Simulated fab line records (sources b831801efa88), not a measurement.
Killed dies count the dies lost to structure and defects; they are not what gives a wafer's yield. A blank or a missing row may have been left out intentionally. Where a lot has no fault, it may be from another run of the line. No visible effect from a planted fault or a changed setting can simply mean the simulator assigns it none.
Chamber matching    flow sky130    cmp-01 running SKY_VIA2_CMP_24: 4 sister chambers
The step polishes, stops on SiO2, t overpolish 20 s, target thk 0 nm. 8 wafers are shown with their chamber, then 7 later ones without.

== WAFERS WITH THEIR CHAMBER ==
wafer   chamber  motor current A (A)  overpolish run s (s)
L812.5  3        10.3                 20.005
L816.1  2        13.1                 20.004
L816.5  2        12.7                 20.007
L817.3  1        9.4                  19.992
L817.5  0        11.4                 19.992
L817.6  1        9.0                  20.003
L822.3  0        10.8                 19.991
L822.5  3        11.2                 20.014

== WAFERS WITH NO CHAMBER GIVEN ==
wafer   motor current A (A)  overpolish run s (s)
L822.6  12.6                 19.996
L824.1  9.5                  19.997
L824.2  12.7                 19.998
L824.4  11.0                 19.999
L826.1  9.5                  20.008
L826.3  13.6                 19.989
L826.5  10.4                 20.012

== WHICH CHAMBER EACH ONE RAN IN ==
wafer    from the rows above       in truth
L822.6   can't be placed: 2 or 0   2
L824.1   1                         1
L824.2   2                         2
L824.4   can't be placed: 0 or 3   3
L826.1   can't be placed: 1 or 3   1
L826.3   2                         2
L826.5   3                         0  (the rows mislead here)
3 of 7 placed correctly. Can't be placed from these rows: 3 (the true chamber is among the candidates in 3). 1 placed wrongly.
How it was worked out, from the rows above alone: a wafer's distance from a chamber is the root of the sum, over the readings, of the square of ((its reading less the chamber's mean) divided by the reading's scatter). The wafer belongs to the nearest chamber; if the next one is less than 2 further off, it can't be placed. A chamber's mean is the mean of its shown wafers. The scatter: take each reading less its chamber's mean, square it, sum over the shown wafers, divide by the number of wafers less the number of chambers, and take the root.
